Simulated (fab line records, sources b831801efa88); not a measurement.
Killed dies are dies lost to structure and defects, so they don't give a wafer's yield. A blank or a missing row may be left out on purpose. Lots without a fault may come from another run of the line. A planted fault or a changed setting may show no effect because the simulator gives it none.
Which tool did it? | flow sky130 | 13 lots, 39 wafers sampled, at 5 steps of a route of 708

WHAT THE GAUGES READ, wafer by wafer
SKY_FIELD_ISO_CD_MEAS_13: target cd 150 nm.
lot  | measured    | on        | cd_nm (nm)
L625 | day 2 08:49 | cd_sem-02 | 148.5 148.4 148.3
L626 | day 2 13:16 | cd_sem-02 | 148.5 146.4 146.9
L627 | day 2 14:19 | cd_sem-01 | 149.7 153.5 152.0
L628 | day 2 22:34 | cd_sem-02 | 149.4 149.5 150.1
L635 | day 4 09:22 | cd_sem-01 | 150.1 151.5 150.3
L636 | day 4 13:13 | cd_sem-02 | 149.8 149.5 150.4
L639 | day 5 06:03 | cd_sem-01 | 149.7 151.8 150.2
L640 | day 5 12:19 | cd_sem-01 | 148.9 150.0 150.5
L642 | day 5 21:13 | cd_sem-01 | 148.7 150.0 150.2
L643 | day 6 01:11 | cd_sem-01 | 149.7 150.8 149.9
L646 | day 6 17:32 | cd_sem-02 | 152.7 150.8 149.4
L647 | day 6 23:05 | cd_sem-02 | 150.1 150.5 149.1
L648 | day 7 05:13 | cd_sem-01 | 148.5 148.2 150.0

SKY_NWELL_THK_MEAS_02.
lot  | measured    | on            | NWELL_OXIDATION_THK (nm)
L625 | day 2 15:18 | film_metro-01 | 9.98 9.93 10.03
L626 | day 2 21:14 | film_metro-01 | 9.93 10.01 9.94
L627 | day 2 22:10 | film_metro-01 | 10.04 10.11 9.86
L628 | day 3 04:53 | film_metro-01 | 10.24 10.17 10.08
L635 | day 4 17:19 | film_metro-01 | 10.19 10.16 10.31
L636 | day 4 21:07 | film_metro-01 | 9.47 9.43 9.63
L639 | day 5 12:14 | film_metro-03 | 10.22 10.15 10.14
L640 | day 5 19:39 | film_metro-01 | 9.66 9.73 9.66
L642 | day 6 04:25 | film_metro-01 | 10.10 10.03 9.95
L643 | day 6 09:29 | film_metro-01 | 10.00 9.95 10.02
L646 | day 7 00:49 | film_metro-01 | 9.97 9.93 10.15
L647 | day 7 06:01 | film_metro-02 | 9.70 9.83 9.65
L648 | day 7 11:31 | film_metro-02 | 9.73 9.56 9.78

SKY_VT_ADJUST_HVTP_TW_MEAS_11.
lot  | measured     | on            | VT_ADJUST_HVTP_TW
L625 | day 6 05:29  | film_metro-04 | 1373 1373 1374
L626 | day 6 11:17  | film_metro-02 | 1358 1353 1359
L627 | day 7 03:40  | film_metro-01 | 1358 1368 1365
L628 | day 7 04:18  | film_metro-02 | 1346 1355 1360
L635 | day 8 19:14  | film_metro-02 | 1422 1422 1423 1426 1423 1433
L636 | day 8 23:32  | film_metro-01 | 1427 1434 1427 1423 1426 1417
L639 | day 9 18:19  | film_metro-04 | 1357 1361 1362
L640 | day 10 03:38 | film_metro-04 | 1366 1359 1361
L642 | day 10 17:59 | film_metro-02 | 1362 1369 1371
L643 | day 10 21:02 | film_metro-04 | 1373 1367 1367
L646 | day 11 15:20 | film_metro-02 | 1362 1359 1361
L647 | day 11 22:44 | film_metro-01 | 1350 1352 1348
L648 | day 12 05:13 | film_metro-02 | 1369 1373 1373

SKY_RES_PROTECT_TW_MEAS_08.
lot  | measured     | on            | POLY_GATE_TW
L625 | day 15 07:44 | film_metro-03 | 4053 4043 4043
L626 | day 15 16:49 | film_metro-02 | 4078 4048 4083
L627 | day 16 11:17 | film_metro-02 | 4079 4086 4082
L628 | day 16 13:04 | film_metro-03 | 4026 4011 4019
L635 | day 18 19:41 | film_metro-04 | 4047 4072 4072
L636 | day 19 04:58 | film_metro-02 | 4073 4064 4087
L639 | day 20 02:54 | film_metro-02 | 4093 4069 4080
L640 | day 20 18:46 | film_metro-04 | 4080 4068 4078
L642 | day 21 10:32 | film_metro-02 | 4075 4089 4083
L643 | day 21 15:02 | film_metro-04 | 4079 4064 4058
L646 | day 22 10:46 | film_metro-03 | 4041 4026 4024
L647 | day 23 03:47 | film_metro-02 | 4064 4054 4068
L648 | day 23 08:56 | film_metro-02 | 4051 4059 4068

WHICH TOOL RAN EACH LOT (tool, then ch and the chambers of the sampled wafers, then the start)
lot  | SKY_VT_ADJUST_HVTP_IMPLANT_09
L625 | implanter-04 ch 0, day 6 05:14
L626 | implanter-03 ch 0, day 6 11:02
L627 | implanter-03 ch 0, day 7 03:25
L628 | implanter-03 ch 0, day 7 04:05
L635 | implanter-04 ch 0, day 8 18:59
L636 | implanter-04 ch 0, day 8 23:17
L639 | implanter-02 ch 0, day 9 18:07
L640 | implanter-03 ch 0, day 10 03:23
L642 | implanter-02 ch 0, day 10 17:45
L643 | implanter-02 ch 0, day 10 20:48
L646 | implanter-03 ch 0, day 11 15:05
L647 | implanter-04 ch 0, day 11 22:29
L648 | implanter-04 ch 0, day 12 05:01
- SKY_VT_ADJUST_HVTP_IMPLANT_09

WHAT THE TOOLS THEMSELVES READ (means of the sampled wafers that have a number; where no wafer has one, the mark that the record gives instead)
SKY_VT_ADJUST_HVTP_IMPLANT_09.
lot  | tool         | beam_on_s (s) | dose_ions_cm2 | faraday_current_uA
L625 | implanter-04 | 10.35         | 4.307e+12     | 23.5
L626 | implanter-03 | 10.00         | 4.301e+12     | 24.2
L627 | implanter-03 | 10.03         | 4.298e+12     | 24.2
L628 | implanter-03 | 10.17         | 4.302e+12     | 23.9
L635 | implanter-04 | 10.03         | 4.987e+12     | 28.1
L636 | implanter-04 | 10.15         | 4.984e+12     | 27.7
L639 | implanter-02 | 10.12         | 4.305e+12     | 24.0
L640 | implanter-03 | 9.77          | 4.301e+12     | 24.8
L642 | implanter-02 | 10.16         | 4.297e+12     | 23.9
L643 | implanter-02 | 10.00         | 4.304e+12     | 24.3
L646 | implanter-03 | 9.93          | 4.303e+12     | 24.4
L647 | implanter-04 | 10.14         | 4.300e+12     | 23.9
L648 | implanter-04 | 10.01         | 4.293e+12     | 24.2

THE ANSWER, worked out from the rows above alone
Rule: what is usual is taken from the lots themselves. Put in order of their means at a reading, lots are off if they are a third of the lots or fewer, leave a main group of 4 or more, and stand apart from it by a gap of 3 or more times the standard deviation of the main group's means; of several such gaps the widest counts. A main group whose means are all the same, to the digits that the tables above print for the reading, isn't used. A lot without any number at a reading at which 4 lots or more have one is off too. The other lots that the step has rows for count as sound. The gauges are gone through in route order, then the tools' own readings, and for those a lot's mean is taken as printed above. The first step at which some lot is off is used, and at that step the reading that is off furthest; a lot without a number counts as furthest.
Off: L635, L636, at SKY_VT_ADJUST_HVTP_TW_MEAS_11 (VT_ADJUST_HVTP_TW). The main group: mean 1363, standard deviation 7.
A tool fits if, at a process step before that reading, it ran every lot that is off, and no sound lot after the first of them. The gauges at SKY_VT_ADJUST_HVTP_TW_MEAS_11 aren't tried: what is off there is off at SKY_VT_ADJUST_HVTP_IMPLANT_09 too, on other tools, and a gauge's error can't cause that. None of those tried fits.

WHAT THE SIMULATOR HAD PUT IN
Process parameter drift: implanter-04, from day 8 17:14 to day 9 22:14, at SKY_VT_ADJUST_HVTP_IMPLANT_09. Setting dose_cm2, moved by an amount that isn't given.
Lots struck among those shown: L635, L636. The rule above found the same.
